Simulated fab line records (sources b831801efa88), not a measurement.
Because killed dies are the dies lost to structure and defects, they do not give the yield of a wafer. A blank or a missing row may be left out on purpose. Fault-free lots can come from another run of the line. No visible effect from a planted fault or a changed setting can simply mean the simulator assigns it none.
Which tool did it? / flow gf180mcu / 12 lots, 36 wafers sampled, at 5 steps of a route of 602

## WHAT THE GAUGES READ, wafer by wafer
GF_V5_THK_MEAS_01. Usual: V5_CVD_00_THK 299 nm, standard deviation 3.4.
lot=L177; measured=day 27 01:41; on=film-metro-01; V5_CVD_00_THK (nm)=299 300 298; flag=
lot=L179; measured=day 27 13:36; on=film-metro-03; V5_CVD_00_THK (nm)=296 300 301; flag=
lot=L178; measured=day 27 18:13; on=film-metro-02; V5_CVD_00_THK (nm)=297 294 296; flag=
lot=L181; measured=day 28 08:05; on=film-metro-03; V5_CVD_00_THK (nm)=302 301 301; flag=
lot=L191; measured=day 31 04:09; on=film-metro-01; V5_CVD_00_THK (nm)=295 293 290; flag=
lot=L192; measured=day 31 09:17; on=film-metro-03; V5_CVD_00_THK (nm)=299 304 299; flag=
lot=L196; measured=day 32 07:14; on=film-metro-01; V5_CVD_00_THK (nm)=299 297 299; flag=
lot=L197; measured=day 32 14:33; on=film-metro-03; V5_CVD_00_THK (nm)=301 298 299; flag=
lot=L198; measured=day 32 20:49; on=film-metro-02; V5_CVD_00_THK (nm)=293 299 296; flag=

GF_V5_THK_MEAS_03. Usual: V5_CVD_02_THK 1446 nm, standard deviation 22.
lot=L177; measured=day 27 01:51; on=film-metro-03; V5_CVD_02_THK (nm)=1455 1465 1457; flag=
lot=L179; measured=day 27 13:46; on=film-metro-01; V5_CVD_02_THK (nm)=1442 1429 1461; flag=
lot=L178; measured=day 27 18:22; on=film-metro-02; V5_CVD_02_THK (nm)=1472 1474 1485; flag=
lot=L181; measured=day 28 08:15; on=film-metro-02; V5_CVD_02_THK (nm)=1442 1445 1457; flag=
lot=L191; measured=day 31 04:19; on=film-metro-02; V5_CVD_02_THK (nm)=1406 1419 1439; flag=
lot=L192; measured=day 31 09:27; on=film-metro-03; V5_CVD_02_THK (nm)=1425 1414 1424; flag=
lot=L196; measured=day 32 07:23; on=film-metro-01; V5_CVD_02_THK (nm)=1486 1478 1475; flag=
lot=L197; measured=day 32 14:43; on=film-metro-02; V5_CVD_02_THK (nm)=1455 1466 1456; flag=
lot=L198; measured=day 32 20:59; on=film-metro-02; V5_CVD_02_THK (nm)=1465 1455 1488; flag=

## EACH LOT AND THE TOOL THAT RAN IT (in order: tool; ch and the chambers of the sampled wafers; start)
lot=L177; GF_MIM_SPUTTER_00=pvd-sputter-02, day 25 06:22; GF_M5_METAL_ETCH_10=rie-metal-01 ch 0,1, day 27 00:59; GF_M5_STRIP_11=plasma-asher-04 ch 0,1, day 27 01:07
lot=L179; GF_MIM_SPUTTER_00=pvd-sputter-01, day 25 18:19; GF_M5_METAL_ETCH_10=rie-metal-01 ch 0,1, day 27 12:50; GF_M5_STRIP_11=plasma-asher-04 ch 0,1, day 27 12:58
lot=L178; GF_MIM_SPUTTER_00=pvd-sputter-04, day 25 23:34; GF_M5_METAL_ETCH_10=rie-metal-02 ch 0,1, day 27 17:06; GF_M5_STRIP_11=plasma-asher-03 ch 0,1, day 27 17:13
lot=L181; GF_MIM_SPUTTER_00=pvd-sputter-01, day 26 14:23; GF_M5_METAL_ETCH_10=rie-metal-02 ch 0,1, day 28 07:19; GF_M5_STRIP_11=plasma-asher-04 ch 0,1, day 28 07:26
lot=L182; GF_MIM_SPUTTER_00=pvd-sputter-01, day 27 00:19; GF_M5_METAL_ETCH_10=rie-metal-02 ch 0,1, day 28 18:17; GF_M5_STRIP_11=plasma-asher-01 ch 0,1, day 28 18:25
lot=L184; GF_MIM_SPUTTER_00=pvd-sputter-04, day 27 11:08; GF_M5_METAL_ETCH_10=rie-metal-01 ch 0,1, day 29 02:53; GF_M5_STRIP_11=plasma-asher-01 ch 0,1, day 29 03:01
lot=L185; GF_MIM_SPUTTER_00=pvd-sputter-04, day 27 18:40; GF_M5_METAL_ETCH_10=rie-metal-01 ch 0,1, day 29 17:29; GF_M5_STRIP_11=plasma-asher-04 ch 0,1, day 29 17:37
lot=L191; GF_MIM_SPUTTER_00=pvd-sputter-04, day 29 13:47; GF_M5_METAL_ETCH_10=rie-metal-01 ch 0,1, day 31 03:25; GF_M5_STRIP_11=plasma-asher-04 ch 0,1, day 31 03:32
lot=L192; GF_MIM_SPUTTER_00=pvd-sputter-01, day 29 19:59; GF_M5_METAL_ETCH_10=rie-metal-01 ch 0,1, day 31 08:32; GF_M5_STRIP_11=plasma-asher-01 ch 1, day 31 08:40
lot=L196; GF_MIM_SPUTTER_00=pvd-sputter-04, day 30 18:54; GF_M5_METAL_ETCH_10=rie-metal-01 ch 0,1, day 32 06:32; GF_M5_STRIP_11=plasma-asher-01 ch 0,1, day 32 06:39
lot=L197; GF_MIM_SPUTTER_00=pvd-sputter-02, day 31 03:02; GF_M5_METAL_ETCH_10=rie-metal-01 ch 0,1, day 32 13:50; GF_M5_STRIP_11=plasma-asher-03 ch 0,1, day 32 13:58
lot=L198; GF_MIM_SPUTTER_00=pvd-sputter-04, day 31 10:14; GF_M5_METAL_ETCH_10=rie-metal-01 ch 0,1, day 32 20:07; GF_M5_STRIP_11=plasma-asher-01 ch 0,1, day 32 20:14
- GF_MIM_SPUTTER_00: material Ti, target thk 37.5 nm, time 150 s.
- GF_M5_METAL_ETCH_10: etches the open film in Cl2/BCl3, stops on SiO2, target depth 750.8 nm, time 125.1 s.
- GF_M5_STRIP_11: strips in O2/N2.

## AS READ BY THE TOOLS THEMSELVES (means over the sampled wafers that have a number; for cases with no such wafer, the mark the record gives instead)
GF_MIM_SPUTTER_00. Usual: 29.8 % for throttle-valve-pct, sd 0.85.
lot=L177; tool=pvd-sputter-02; throttle-valve-pct (%)=29.7; flag=
lot=L179; tool=pvd-sputter-01; throttle-valve-pct (%)=30.3; flag=
lot=L178; tool=pvd-sputter-04; throttle-valve-pct (%)=30.0; flag=
lot=L181; tool=pvd-sputter-01; throttle-valve-pct (%)=29.0; flag=
lot=L182; tool=pvd-sputter-01; throttle-valve-pct (%)=30.3; flag=
lot=L184; tool=pvd-sputter-04; throttle-valve-pct (%)=29.1; flag=
lot=L185; tool=pvd-sputter-04; throttle-valve-pct (%)=29.8; flag=
lot=L191; tool=pvd-sputter-04; throttle-valve-pct (%)=29.9; flag=
lot=L192; tool=pvd-sputter-01; throttle-valve-pct (%)=30.3; flag=
lot=L196; tool=pvd-sputter-04; throttle-valve-pct (%)=28.8; flag=
lot=L197; tool=pvd-sputter-02; throttle-valve-pct (%)=30.4; flag=
lot=L198; tool=pvd-sputter-04; throttle-valve-pct (%)=30.5; flag=

GF_M5_METAL_ETCH_10. Usual: bcl3-flow-sccm 40.00 sccm, standard deviation 0.11; bias-w 140.0 W, standard deviation 0.42; drypump-motor-current-A 5.6 A, standard deviation 0.41; oes-product-au 0.992 a.u., standard deviation 0.0057; throttle-valve-pct 28.230 %, standard deviation 0.01.
lot=L177; tool=rie-metal-01; bcl3-flow-sccm (sccm)=40.04; bias-w (W)=140.4; drypump-motor-current-A (A)=5.2; oes-product-au (a.u.)=0.992; throttle-valve-pct (%)=28.225; flag=
lot=L179; tool=rie-metal-01; bcl3-flow-sccm (sccm)=39.99; bias-w (W)=140.4; drypump-motor-current-A (A)=5.4; oes-product-au (a.u.)=0.997; throttle-valve-pct (%)=28.226; flag=
lot=L178; tool=rie-metal-02; bcl3-flow-sccm (sccm)=40.00; bias-w (W)=139.5; drypump-motor-current-A (A)=6.0; oes-product-au (a.u.)=0.985; throttle-valve-pct (%)=28.230; flag=
lot=L181; tool=rie-metal-02; bcl3-flow-sccm (sccm)=39.95; bias-w (W)=139.7; drypump-motor-current-A (A)=6.0; oes-product-au (a.u.)=0.994; throttle-valve-pct (%)=28.220; flag=
lot=L182; tool=rie-metal-02; bcl3-flow-sccm (sccm)=-; bias-w (W)=-; drypump-motor-current-A (A)=-; oes-product-au (a.u.)=-; throttle-valve-pct (%)=-; flag=OFF
lot=L184; tool=rie-metal-01; bcl3-flow-sccm (sccm)=-; bias-w (W)=-; drypump-motor-current-A (A)=-; oes-product-au (a.u.)=-; throttle-valve-pct (%)=-; flag=OFF
lot=L185; tool=rie-metal-01; bcl3-flow-sccm (sccm)=-; bias-w (W)=-; drypump-motor-current-A (A)=-; oes-product-au (a.u.)=-; throttle-valve-pct (%)=-; flag=OFF
lot=L191; tool=rie-metal-01; bcl3-flow-sccm (sccm)=40.02; bias-w (W)=140.1; drypump-motor-current-A (A)=5.2; oes-product-au (a.u.)=0.992; throttle-valve-pct (%)=28.224; flag=
lot=L192; tool=rie-metal-01; bcl3-flow-sccm (sccm)=39.95; bias-w (W)=140.3; drypump-motor-current-A (A)=5.2; oes-product-au (a.u.)=0.998; throttle-valve-pct (%)=28.230; flag=
lot=L196; tool=rie-metal-01; bcl3-flow-sccm (sccm)=39.99; bias-w (W)=139.9; drypump-motor-current-A (A)=5.2; oes-product-au (a.u.)=0.995; throttle-valve-pct (%)=28.227; flag=
lot=L197; tool=rie-metal-01; bcl3-flow-sccm (sccm)=40.16; bias-w (W)=140.0; drypump-motor-current-A (A)=5.2; oes-product-au (a.u.)=0.997; throttle-valve-pct (%)=28.231; flag=
lot=L198; tool=rie-metal-01; bcl3-flow-sccm (sccm)=39.95; bias-w (W)=139.9; drypump-motor-current-A (A)=5.2; oes-product-au (a.u.)=0.995; throttle-valve-pct (%)=28.232; flag=

GF_M5_STRIP_11. Usual: drypump-motor-current-A 5.7 A, standard deviation 0.61; heater-power-w 340 W, standard deviation 36; oes-product-au 0.523 a.u., standard deviation 0.0046; strip-time-to-endpoint-s 7.04 s, standard deviation 0.046.
lot=L177; tool=plasma-asher-04; drypump-motor-current-A (A)=5.6; heater-power-w (W)=303; oes-product-au (a.u.)=0.520; strip-time-to-endpoint-s (s)=6.97; flag=
lot=L179; tool=plasma-asher-04; drypump-motor-current-A (A)=5.5; heater-power-w (W)=314; oes-product-au (a.u.)=0.522; strip-time-to-endpoint-s (s)=6.99; flag=
lot=L178; tool=plasma-asher-03; drypump-motor-current-A (A)=5.2; heater-power-w (W)=370; oes-product-au (a.u.)=0.530; strip-time-to-endpoint-s (s)=7.11; flag=
lot=L181; tool=plasma-asher-04; drypump-motor-current-A (A)=5.6; heater-power-w (W)=320; oes-product-au (a.u.)=0.524; strip-time-to-endpoint-s (s)=7.08; flag=
lot=L182; tool=plasma-asher-01; drypump-motor-current-A (A)=6.5; heater-power-w (W)=361; oes-product-au (a.u.)=0.640; strip-time-to-endpoint-s (s)=9.93; flag=OFF
lot=L184; tool=plasma-asher-01; drypump-motor-current-A (A)=6.6; heater-power-w (W)=353; oes-product-au (a.u.)=0.643; strip-time-to-endpoint-s (s)=9.99; flag=OFF
lot=L185; tool=plasma-asher-04; drypump-motor-current-A (A)=5.6; heater-power-w (W)=316; oes-product-au (a.u.)=0.649; strip-time-to-endpoint-s (s)=10.00; flag=OFF
lot=L191; tool=plasma-asher-04; drypump-motor-current-A (A)=5.6; heater-power-w (W)=317; oes-product-au (a.u.)=0.522; strip-time-to-endpoint-s (s)=7.02; flag=
lot=L192; tool=plasma-asher-01; drypump-motor-current-A (A)=6.5; heater-power-w (W)=347; oes-product-au (a.u.)=0.523; strip-time-to-endpoint-s (s)=7.03; flag=
lot=L196; tool=plasma-asher-01; drypump-motor-current-A (A)=6.6; heater-power-w (W)=355; oes-product-au (a.u.)=0.522; strip-time-to-endpoint-s (s)=7.00; flag=
lot=L197; tool=plasma-asher-03; drypump-motor-current-A (A)=5.0; heater-power-w (W)=342; oes-product-au (a.u.)=0.522; strip-time-to-endpoint-s (s)=7.03; flag=
lot=L198; tool=plasma-asher-01; drypump-motor-current-A (A)=6.5; heater-power-w (W)=356; oes-product-au (a.u.)=0.521; strip-time-to-endpoint-s (s)=7.01; flag=

## THE ANSWER, worked out from the rows above alone
Rule: a lot is off if the mean of its wafers that have a number lies more than 3 standard deviations from the usual mean. A lot without any number at a reading at which 4 lots or more have one is off too. All remaining lots with rows at the step are treated as sound. Order of review: gauges by route order, followed by the tools' own readings, for which a lot's mean as printed above is used. The first step at which some lot is off is used, and at that step the reading that is off furthest; a lot without a number counts as furthest.
Off: L182, L184, L185, at GF_M5_METAL_ETCH_10 (bcl3-flow-sccm). Without a number there: L182, L184, L185.
A tool fits if, at that step or a process step before it, it ran every lot that is off, and no sound lot after the first of them. Not one of the candidates tried fits.

## WHAT THE SIMULATOR HAD INSERTED
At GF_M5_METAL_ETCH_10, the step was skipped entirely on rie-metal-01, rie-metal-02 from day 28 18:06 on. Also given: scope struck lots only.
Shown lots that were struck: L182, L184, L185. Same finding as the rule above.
